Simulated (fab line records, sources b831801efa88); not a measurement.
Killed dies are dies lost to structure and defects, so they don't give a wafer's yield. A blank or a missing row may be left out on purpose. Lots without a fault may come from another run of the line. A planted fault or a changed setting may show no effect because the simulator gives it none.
Problem report in the 8D (eight disciplines) form, filled by code | flow sky130 | the parts of the form that need people (team, actions taken, sign-off) are left out

1. THE PROBLEM
dose_ions_cm2 at SKY_LDD_N_IMPLANT_15 reads a mean of 2e+12 on 9 wafers of 3 lots; wafers without a fault read 5e+12 with a standard deviation of 5.2e+09. That is -99 or more standard deviations from the usual mean.
First seen on wafer L723.1, day 23 12:17, on implanter-01. The record holds 42 wafers of 14 lots with a number at this step. Rule for "out", or "out of limits": more than 4 standard deviations from the usual mean. The other wafers with a number count as sound.

2. WHAT IT IS AND WHAT IT IS NOT
question                    | is                                | is not
which readings at this step | dose_ions_cm2, faraday_current_uA | -
which lots                  | L723, L724, L726                  | L708, L710, L711, L715, L716, L719, L720, L721, L722, L725, L727
which wafers of those lots  | all that have a number            | -
read on which tools         | implanter-01                      | implanter-02, implanter-03
when                        | from day 23 12:17                 | up to then (24 sound wafers); but 9 sound wafers of L722, L725, L727 came after

3. SUSPECTS, AND WHAT RULES EACH OUT
Counting: a tool at a process step up to the reading stays a suspect if it ran every lot that is out and no sound lot after the first of them.
- implanter-01 at SKY_LDD_N_IMPLANT_15: kept. It ran every lot that is out, first L723 (day 23 12:17), and no sound lot after that; its last sound lot up to then is L721 (day 23 01:55). Its own readings are out on those wafers: dose_ions_cm2, faraday_current_uA.
Left after counting: implanter-01 at SKY_LDD_N_IMPLANT_15.

4. THE CAUSE (what the simulator had put in)
Process parameter drift: implanter-01, from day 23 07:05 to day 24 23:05, at SKY_LDD_N_IMPLANT_15. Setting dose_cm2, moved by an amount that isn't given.
Counting left only this tool.

5. THE CHAIN OF EFFECTS, in route order
Each row: a reading whose mean over the struck wafers that have a number lies more than 3 standard deviations from the usual. Only readings for which the record gives a usual standard deviation are gone through. hours: the time from each lot's start at the first step in this table that gives one to its start at this step, as a median over the lots. sigmas: the change in usual standard deviations.
hours | step                 | reading            | usual | on struck wafers | change | sigmas
0     | SKY_LDD_N_IMPLANT_15 | dose_ions_cm2      | 5e+12 | 2e+12            | -3e+12 | -99 or more
0     | SKY_LDD_N_IMPLANT_15 | faraday_current_uA | 28.2  | 14.2             | -14.0  | -26
The process steps in it:
- SKY_LDD_N_IMPLANT_15
Later measuring or inspecting steps at which every struck wafer that the step has a row for has a number for every such reading, and none has moved that far: SKY_LDD_P_TW_MEAS_11.

6. WHAT WOULD HAVE CAUGHT IT SOONER
In this record the first reading out of limits was taken at day 23 12:17, 5 hours after the fault began at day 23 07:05.
